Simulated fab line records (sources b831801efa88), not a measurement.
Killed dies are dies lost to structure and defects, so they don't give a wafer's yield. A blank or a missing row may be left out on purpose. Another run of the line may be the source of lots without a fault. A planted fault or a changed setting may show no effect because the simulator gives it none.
Problem report in the 8D (eight disciplines) form, filled by code | flow gf180mcu | the parts of the form that need people (team, actions taken, sign-off) are left out

## 1. THE PROBLEM
Wafers free of any fault read 579 (standard deviation 5.9) for HV_LDD_4_TW at GF_HV_LDD_TW_MEAS_50, against a mean of 548 on 6 wafers of 2 lots. Relative to the usual mean, that is a shift of -5.2 standard deviations.
Earliest sighting: wafer L557.4 on filmMetro-03 at day 16 04:01. The record has a number at this step for 36 wafers belonging to 12 lots. By rule, "out" or "out of limits" means more than 4 standard deviations away from the usual mean. The other wafers with a number count as sound.

## 2. WHAT IT IS, AND WHAT IT ISN'T
question                    | is                         | is not
which readings at this step | HV_LDD_4_TW                | -
which lots                  | L557, L559                 | L546, L547, L550, L555, L562, L563, L566, L567, L568, L569
which wafers of those lots  | all that have a number     | -
read on which gauges        | filmMetro-02, filmMetro-03 | filmMetro-04
when                        | from day 16 04:01          | up to then (12 sound wafers); but 18 sound wafers of L562, L563, L566, L567, L568, L569 came after

## 3. WHAT RULES OUT EACH SUSPECT
Counting: a tool stays on the suspect list if, at a process step up to the reading, it processed all lots that are out and no sound lot following the first of them.
- the gauge at GF_HV_LDD_TW_MEAS_50: ruled out. Those wafers that are out were read across 2 gauges (filmMetro-02, filmMetro-03).
- implanter-02 at GF_HV_LDD_IMPLANT_48: kept. Every lot that is out went through it, starting with L557 (day 16 03:48), and after that it ran no sound lot; the last sound lot it ran before then is L550 (day 13 19:29). Its own readings are out on those wafers: doseIonsCm2, faradayCurrentUA.
- plasmaAsher-01 at GF_HV_LDD_STRIP_49 (strips in O2/N2): ruled out as a lasting fault. Sound lots L562 ran on it after its first lot that is out, L557 (day 16 03:55).
Remaining after the count: implanter-02 at GF_HV_LDD_IMPLANT_48.

## 4. THE CAUSE (what the simulator had put in)
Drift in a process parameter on implanter-02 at GF_HV_LDD_IMPLANT_48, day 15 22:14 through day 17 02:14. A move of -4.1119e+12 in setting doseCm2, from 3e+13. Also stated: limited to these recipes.
After counting, this tool was the only one left.

## 5. THE EFFECT CHAIN, in route order
Rows list readings where the struck wafers' mean (over those with a number) sits beyond 3 standard deviations from the usual. Scope: only readings with a usual standard deviation given in the record; hours: median across lots of the time from each lot's start at the first step in this table that gives one to its start at this step; sigmas: change in usual standard deviations.
hours | step                 | reading          | usual | on struck wafers | change | sigmas
0     | GF_HV_LDD_IMPLANT_48 | doseIonsCm2      | 3e+13 | 3e+13            | -4e+12 | -99 or more
0     | GF_HV_LDD_IMPLANT_48 | faradayCurrentUA | 169   | 144              | -25    | -8.4
0     | GF_HV_LDD_TW_MEAS_50 | HV_LDD_4_TW      | 579   | 548              | -30    | -5.2
Here are the process steps it includes:
- GF_HV_LDD_IMPLANT_48

## 6. WHAT WOULD HAVE CAUGHT IT SOONER
6 hours passed between the start of the fault at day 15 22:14 and the first reading out of limits at a measuring or inspecting step in this record, taken at day 16 04:01.
The tool's own readings at GF_HV_LDD_IMPLANT_48 were out on every struck wafer that the step has a row for (doseIonsCm2, faradayCurrentUA): an alarm limit on them would have fired on the first of those.
Among the 2 lots that are out, L559 began GF_HV_LDD_IMPLANT_48 on implanter-02 after day 16 04:01. Holding the tool at that time would have saved it.
